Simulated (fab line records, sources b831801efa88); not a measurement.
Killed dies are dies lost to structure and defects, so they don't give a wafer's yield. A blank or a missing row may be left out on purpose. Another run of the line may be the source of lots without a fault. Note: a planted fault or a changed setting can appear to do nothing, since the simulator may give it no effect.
Code-filled problem report in 8D (eight disciplines) form || flow sky130 || the parts of the form that need people (team, actions taken, sign-off) are left out

## 1. WHAT IS WRONG
At SKY_NWELL_IMPLANT_12, dose-ions-cm2 averages 1.4434e+12 over 6 wafers from 2 lots, while fault-free wafers read 1.3004e+12, standard deviation 1.5e+09. That is +95 standard deviations from the usual mean.
Earliest sighting: wafer L403.3 on implanter-01 at day 7 17:16. The record has a number at this step for 36 wafers belonging to 12 lots. The rule behind "out" and "out of limits": a value lying over 4 standard deviations away from the usual mean. The rest of the wafers with a number are treated as sound.

## 2. WHAT IT IS, AND WHAT IT ISN'T
{"question": "which readings at this step", "is": "dose-ions-cm2, faraday-current-uA", "is not": "-"}
{"question": "which lots", "is": "L403, L404", "is not": "L390, L391, L393, L394, L395, L396, L398, L399, L400, L412"}
{"question": "which wafers of those lots", "is": "all that have a number", "is not": "-"}
{"question": "read on which tools", "is": "implanter-01", "is not": "implanter-03, implanter-04"}
{"question": "when", "is": "from day 7 17:16", "is not": "up to then (27 sound wafers); but 3 sound wafers of L412 came after"}

## 3. SUSPECTS, AND WHAT RULES EACH OUT
Counting: a tool stays on the suspect list if, at a process step up to the reading, it processed all lots that are out and no sound lot following the first of them.
- implanter-01 at SKY_NWELL_IMPLANT_12: kept. Every lot that is out went through it, starting with L403 (day 7 17:16), and after that it ran no sound lot; the last sound lot it ran before then is L400 (day 7 00:29). Its own dose-ions-cm2, faraday-current-uA readings are out on those wafers.
Left after counting: implanter-01 at SKY_NWELL_IMPLANT_12.

## 4. THE CAUSE (what the simulator had put in)
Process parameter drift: implanter-01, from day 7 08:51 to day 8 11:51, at SKY_NWELL_IMPLANT_12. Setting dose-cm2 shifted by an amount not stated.
This tool alone remained once counting was done.

## 5. SEQUENCE OF EFFECTS, ordered by route
One row per reading whose mean, taken over the struck wafers that have a number, lies over 3 standard deviations from the usual. Only readings for which the record gives a usual standard deviation are gone through. hours: the time from each lot's start at the first step in this table that gives one to its start at this step, as a median over the lots. sigmas: the change in usual standard deviations.
{"hours": 0, "step": "SKY_NWELL_IMPLANT_12", "reading": "dose-ions-cm2", "usual": 1.3004e+12, "on struck wafers": 1.4434e+12, "change": "+1.4302e+11", "sigmas": "+95"}
{"hours": 0, "step": "SKY_NWELL_IMPLANT_12", "reading": "faraday-current-uA", "usual": 7.32, "on struck wafers": 8.18, "change": "+0.86", "sigmas": "+5.7"}
Process steps it contains:
- SKY_NWELL_IMPLANT_12
Later measuring or inspecting steps at which every struck wafer that the step has a row for has a number for every such reading, and none has moved that far: SKY_NWELL_RS_MEAS_29.

## 6. WHAT WOULD HAVE CAUGHT IT SOONER
The fault began at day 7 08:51; the first out-of-limits reading in this record came at day 7 17:16, 8 hours later.
